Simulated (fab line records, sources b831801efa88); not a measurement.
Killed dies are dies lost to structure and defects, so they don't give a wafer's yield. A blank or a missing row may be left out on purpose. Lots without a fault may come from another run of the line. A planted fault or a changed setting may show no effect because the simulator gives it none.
fab line records | flow sfq_line
record lots=14 wafers=42 last_day=82
route steps=325 shown M1@71 I2@114 I4@176 JJ@191
lots that met no fault: from a run of the same line without faults
start_h: hours from the record's first day to the start of the lot's first wafer shown | wait_h: hours since the lot's step before | " the same as in the row above | L1.1+2: a row that stands for several wafers | - no value, or no start given | * or withheld: withheld | < > ~ a bound
route shown NAME@n: a module of which the file shows steps, and the number in the route of the first | usual: mean/standard deviation of fault-free wafers | same: alike in all rows | chamber/n: place in a boat | sites: the reading at each site | _std_site: their standard deviation | _edge_site: outer sites' mean less inner sites' | radius_mm: how far each site lies from the wafer's centre | mask NAME#n: copy n | behind: the tool/chamber that last shaped the wafer | hold: why the lot was held/for how many hours/how that ended | device: the transistor (n, p or np) that didn't switch | end of line: the same wafers' tests at the end of the route | a step without rows: its recipe alone | killed: dies lost to structure and defects at the first sort, not the wafer's yield | map: a wafer's dies, x killed, . not, _ none there
set.NAME: the setting as run; set.NAME@STEP: as run at that earlier step | model.NAME: the simulator's own value behind a step, which no gauge read
steps of the route over a sample of lots; a table a step, a row a wafer
services: from which hour (start_h, from the record's first day; less than 0 if before it) a tool's chamber was out of use, for how many hours, and why
## steps
# step SFQ_TRILAYER_M1_STRIP_STRIP_043
# recipe gas=O2 power_w=200 platen_temp_c=40 overash_fraction=0.65 chemistry=O2 pressure_mtorr=50
# usual chamber_pressure_mTorr=50.00/0.05 drypump_motor_current_A=5.6/0.45 oes_product_au=1.001/0.0075
# columns lot.wafer tool chamber start_h wait_h chamber_pressure_mTorr drypump_motor_current_A oes_product_au rf_hours_counter_h
L153.1 rie_metal-04 1 344.16 0.1 49.99 5.0 1.002 151
L153.2 " 0 " " 49.96 5.2 1.005 58
L153.5 " 0 " " 50.05 5.3 1.008 -
L154.1 rie_metal-01 0 347.76 0.1 50.02 6.1 1.004 42
L154.2 " 1 " " 49.93 5.5 0.999 170
L154.3 " 1 " " 49.97 5.5 1.000 -
L155.2 rie_metal-01 1 356.26 0.1 50.14 5.5 1.000 171
L155.4 " 1 " " 49.98 5.5 1.000 -
L155.6 " 0 " " 50.00 6.1 0.995 -
L156.3 rie_metal-01 0 360.06 0.2 49.92 6.0 0.989 -
L156.4 " 1 " " 50.06 5.5 1.003 -
L156.6 " 1 " " 49.96 5.5 1.000 -
L157.1 rie_metal-02 0 368.06 0.1 50.03 6.4 1.007 29
L157.2 " 1 " " 50.01 5.6 1.009 17
L157.6 " 0 " " 50.00 6.4 0.992 -
L158.4 rie_metal-04 0 377.91 0.2 49.96 5.2 0.998 -
L158.5 " 0 " " 50.05 5.2 0.992 -
L158.6 " 1 " " 50.00 5.0 1.000 -
L162.4 rie_metal-02 1 427.39 0.2 49.93 5.6 1.010 -
L162.5 " 1 " " 50.00 5.6 1.015 -
L162.6 " 0 " " 49.92 6.4 1.010 -
L163.1 rie_metal-04 1 431.99 0.1 50.06 5.0 0.998 164
L163.3 " 0 " " 50.03 5.3 1.010 -
L163.6 " 0 " " 50.01 5.2 1.007 -
L167.2 rie_metal-01 0 513.59 0.1 49.93 6.1 0.988 76
L167.4 " 1 " " 49.94 5.5 0.995 -
L167.5 " 0 " " 50.13 6.1 0.996 -
L172.1 rie_metal-04 0 584.99 0.1 - - - -
L172.5 " 0 " " - - - -
L172.6 " 1 " " - - - -
L173.1 rie_metal-01 0 592.19 0.1 - - - -
L173.3 " 0 " " - - - -
L173.5 " 1 " " - - - -
L174.1 rie_metal-02 0 605.39 0.1 49.98 6.5 0.990 65
L174.2 " 1 " " 49.96 5.6 1.005 57
L174.5 " 0 " " 50.02 6.4 0.993 -
L175.2 rie_metal-01 1 606.59 0.1 49.95 5.5 0.992 34
L175.4 " 0 " " 50.03 6.1 0.992 -
L175.6 " 1 " " 50.04 5.5 0.996 -
L176.2 rie_metal-01 1 612.59 0.1 50.05 5.5 1.009 35
L176.3 " 1 " " 49.96 5.5 0.998 -
L176.4 " 0 " " 50.12 6.1 1.009 -
# step SFQ_TRILAYER_I2_VIA_BARC_OPEN_VIA_ETCH_096
# recipe mask_material=PR chemistry=O2 target_depth_nm=125 target=BARC source_w=500 bias_w=80 pressure_mtorr=30 time_s=41.7
# usual bias_w=80.00/0.25 drypump_motor_current_A=5.6/0.65 oes_product_au=0.685/0.0052
# columns lot.wafer tool chamber start_h wait_h bias_w drypump_motor_current_A oes_product_au rf_hours_counter_h
L153.1 rie_diel-03 3 685.89 0.0 79.72 5.2 0.683 5
L153.2 " 2 " " 79.60 6.5 0.684 8
L153.5 " 2 " " 79.85 6.5 0.677 -
L154.1 rie_diel-02 0 690.49 0.0 80.10 6.4 0.685 2
L154.2 " 1 " " 80.04 4.8 0.688 2
L154.3 " 2 " " 80.03 5.6 0.695 9
L155.2 rie_diel-03 1 696.49 0.0 80.09 6.5 0.691 1
L155.4 " 3 " " 79.70 5.2 0.680 5
L155.6 " 3 " " 79.59 5.2 0.695 -
L156.3 rie_diel-01 2 700.84 0.0 80.52 5.7 0.679 5
L156.4 " 1 " " 79.99 4.7 0.677 16
L156.6 " 1 " " 80.24 4.7 0.689 -
L157.1 rie_diel-01 2 711.64 0.0 79.98 5.7 0.684 6
L157.2 " 1 " " 79.92 4.7 0.681 16
L157.6 " 0 " " 80.02 5.7 0.683 -
L158.4 rie_diel-03 0 714.04 0.0 80.35 5.1 0.689 15
L158.5 " 3 " " 80.29 5.2 0.681 -
L158.6 " 0 " " 80.24 5.1 0.683 -
L162.4 rie_diel-03 2 720.17 0.0 80.08 6.5 0.688 9
L162.5 " 0 " " 80.11 5.1 0.676 -
L162.6 " 3 " " 80.04 5.2 0.691 -
L163.1 rie_diel-02 3 721.37 0.0 79.65 5.8 0.683 7
L163.3 " 0 " " 80.11 6.4 0.694 3
L163.6 " 0 " " 80.00 6.4 0.691 -
L167.2 rie_diel-03 3 957.54 0.0 79.83 5.2 0.677 9
L167.4 " 1 " " 79.94 6.5 0.681 4
L167.5 " 3 " " 79.79 5.2 0.684 -
L172.1 rie_diel-01 0 1029.28 0.0 80.00 5.7 0.687 19
L172.5 " 1 " " 79.81 4.7 0.689 -
L172.6 " 2 " " 80.23 5.6 0.693 -
L173.1 rie_diel-03 0 1032.88 0.0 79.56 5.1 0.690 20
L173.3 " 3 " " 80.24 5.3 0.689 10
L173.5 " 0 " " 80.12 5.1 0.681 -
L174.1 rie_diel-02 1 1034.08 0.0 79.74 4.8 0.693 7
L174.2 " 0 " " 80.43 6.4 0.688 7
L174.5 " 2 " " 80.07 5.6 0.685 -
L175.2 rie_diel-01 2 1035.28 0.0 79.79 5.6 0.687 11
L175.4 " 1 " " 80.25 4.7 0.681 21
L175.6 " 0 " " 79.87 5.7 0.684 -
L176.2 rie_diel-02 2 1039.00 0.0 80.11 5.6 0.679 13
L176.3 " 3 " " 80.22 5.8 0.675 12
L176.4 " 0 " " 80.81 6.4 0.685 8
# step SFQ_TRILAYER_I4_VIA_STRIP_STRIP_107
# recipe gas=O2 power_w=200 platen_temp_c=40 overash_fraction=0.65 chemistry=O2 pressure_mtorr=50
# usual chamber_pressure_mTorr=50.00/0.05 drypump_motor_current_A=5.7/0.43 oes_product_au=0.998/0.0077
# columns lot.wafer tool chamber start_h wait_h chamber_pressure_mTorr drypump_motor_current_A oes_product_au rf_hours_counter_h
L153.1 rie_metal-03 0 1117.16 - 50.01 6.0 1.002 98
L153.2 " 1 " " 49.98 4.9 1.003 131
L153.5 " 1 " " 49.95 5.0 1.009 -
L154.1 rie_metal-01 0 1118.36 - 49.91 6.1 0.988 9
L154.2 " 1 " " 50.14 5.5 0.994 96
L154.3 " 1 " " 50.10 5.5 0.987 -
L155.2 rie_metal-03 0 1121.96 - 49.94 6.1 0.995 98
L155.4 " 1 " " 50.02 4.9 1.000 -
L155.6 " 0 " " 50.02 6.1 0.995 -
L156.3 rie_metal-03 0 1136.56 - 50.07 6.1 1.002 -
L156.4 " 1 " " 49.97 5.0 0.999 -
L156.6 " 1 " " 50.00 5.0 0.995 -
L157.1 rie_metal-01 0 1142.36 - 49.92 6.1 0.999 14
L157.2 " 1 " " 50.00 5.5 0.990 100
L157.6 " 1 " " 50.01 5.5 0.999 -
L158.4 rie_metal-03 1 1146.16 - 50.03 4.9 1.003 -
L158.5 " 1 " " 49.94 4.9 1.013 -
L158.6 " 0 " " 49.98 6.1 1.009 -
L162.4 rie_metal-02 1 1155.76 - 49.93 5.6 0.996 -
L162.5 " 0 " " 50.05 6.5 0.997 -
L162.6 " 1 " " 50.08 5.6 1.003 -
L163.1 rie_metal-01 0 1159.16 - 50.00 6.1 0.996 17
L163.3 " 0 " " 49.99 6.1 1.002 -
L163.6 " 0 " " 50.06 6.1 0.999 -
L167.2 rie_metal-01 0 1227.79 - 50.08 6.1 1.005 27
L167.4 " 0 " " 50.02 6.1 1.003 -
L167.5 " 0 " " 49.93 6.1 1.001 -
L172.1 rie_metal-03 0 1337.43 - 49.96 6.1 1.003 2
L172.5 " 0 " " 50.03 6.0 1.001 -
L172.6 " 1 " " 50.01 4.9 0.998 -
L173.1 rie_metal-01 0 1447.95 - 50.12 6.1 1.006 65
L173.3 " 1 " " 49.96 5.5 0.985 -
L173.5 " 1 " " 50.02 5.5 0.989 -
L174.1 rie_metal-01 1 1452.75 - 49.98 5.5 0.985 14
L174.2 " 0 " " 49.94 6.1 0.996 66
L174.5 " 0 " " 50.00 6.1 0.994 -
L175.2 rie_metal-01 0 1455.15 - 50.07 6.1 0.990 67
L175.4 " 0 " " 50.00 6.1 0.987 -
L175.6 " 0 " " 50.12 6.1 0.978 -
L176.2 rie_metal-01 0 1459.95 - 50.12 6.1 0.988 68
L176.3 " 1 " " 49.97 5.5 0.989 -
L176.4 " 0 " " 49.99 6.1 0.993 -
# step SFQ_JJ_OVL_MEAS_931
# usual J5_OVL=2/6.5
# columns lot.wafer tool chamber start_h wait_h J5_OVL[nm]
L153.1 overlay-01 - 1250.05 0.1 1
L153.2 " - " " -8
L153.5 " - " " 0
L154.1 overlay-01 - 1253.78 0.1 8
L154.2 " - " " 7
L154.3 " - " " 8
L155.2 overlay-01 - 1254.98 0.1 -3
L155.4 " - " " 6
L155.6 " - " " 2
L156.3 overlay-01 - 1268.19 0.1 4
L156.4 " - " " 6
L156.6 " - " " 13
L157.1 overlay-02 - 1271.78 0.1 -2
L157.2 " - " " -1
L157.6 " - " " 0
L158.4 overlay-02 - 1274.19 0.1 1
L158.5 " - " " 0
L158.6 " - " " 9
L162.4 overlay-02 - 1282.59 0.1 -2
L162.5 " - " " -7
L162.6 " - " " 0
L163.1 overlay-02 - 1287.38 0.1 5
L163.3 " - " " 5
L163.6 " - " " 1
L167.2 overlay-02 - 1354.05 0.1 -5
L167.4 " - " " -4
L167.5 " - " " -3
L172.1 overlay-01 - 1446.57 0.1 4
L172.5 " - " " 0
L172.6 " - " " 6
L173.1 overlay-02 - 1536.57 0.1 -5
L173.3 " - " " -6
L173.5 " - " " -2
L174.1 overlay-01 - 1542.57 0.1 -4
L174.2 " - " " -2
L174.5 " - " " -4
L175.2 overlay-01 - 1544.97 0.1 6
L175.4 " - " " 7
L175.6 " - " " 1
L176.2 overlay-02 - 1548.57 0.1 11
L176.3 " - " " 10
L176.4 " - " " 10
## services
# columns tool chamber start_h hours kind
rie_diel-03 0 347.79 6.6 repair
rie_diel-03 3 390.62 14.0 repair
rie_metal-01 1 429.38 7.9 repair
rie_diel-03 3 435.09 6.3 repair
rie_diel-03 3 511.91 13.4 repair
rie_diel-03 - 608.51 0.4 repair
rie_diel-03 - 616.41 14.6 pm
rie_diel-03 2 642.55 2.7 repair
rie_diel-03 1 692.40 2.6 repair
rie_metal-01 - 704.15 0.5 repair
rie_metal-01 0 722.95 15.1 repair
rie_diel-03 - 769.94 2.8 pm
rie_metal-01 - 781.79 28.1 pm
rie_diel-03 0 831.82 6.7 repair
rie_diel-03 - 833.68 1.0 repair
rie_diel-03 0 885.47 4.3 repair
rie_diel-03 3 930.66 2.7 repair
rie_diel-03 3 1026.10 2.2 repair
rie_metal-01 1 1055.09 7.8 repair
rie_metal-01 - 1084.43 2.8 pm
rie_diel-03 - 1153.84 1.2 repair
rie_diel-03 - 1181.60 0.8 repair
rie_diel-03 3 1203.55 6.4 repair
rie_metal-01 - 1349.40 0.3 repair
## key
first_sign step=SFQ_TRILAYER_M1_STRIP_STRIP_043 reading=tool_record direction=missing
effect none on later readings
met_at SFQ_TRILAYER_M1_STRIP_STRIP_043
struck_lots L172,L173
not_acting_at SFQ_TRILAYER_I2_VIA_BARC_OPEN_VIA_ETCH_096,SFQ_TRILAYER_I4_VIA_STRIP_STRIP_107,SFQ_JJ_OVL_MEAS_931
onset_between 513.59 584.99
fault kind=skipped_step_whole tool=rie_metal-01,rie_metal-04 chamber=- onset_h=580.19 steps=SFQ_TRILAYER_M1_STRIP_STRIP_043 scope=struck_lots_only
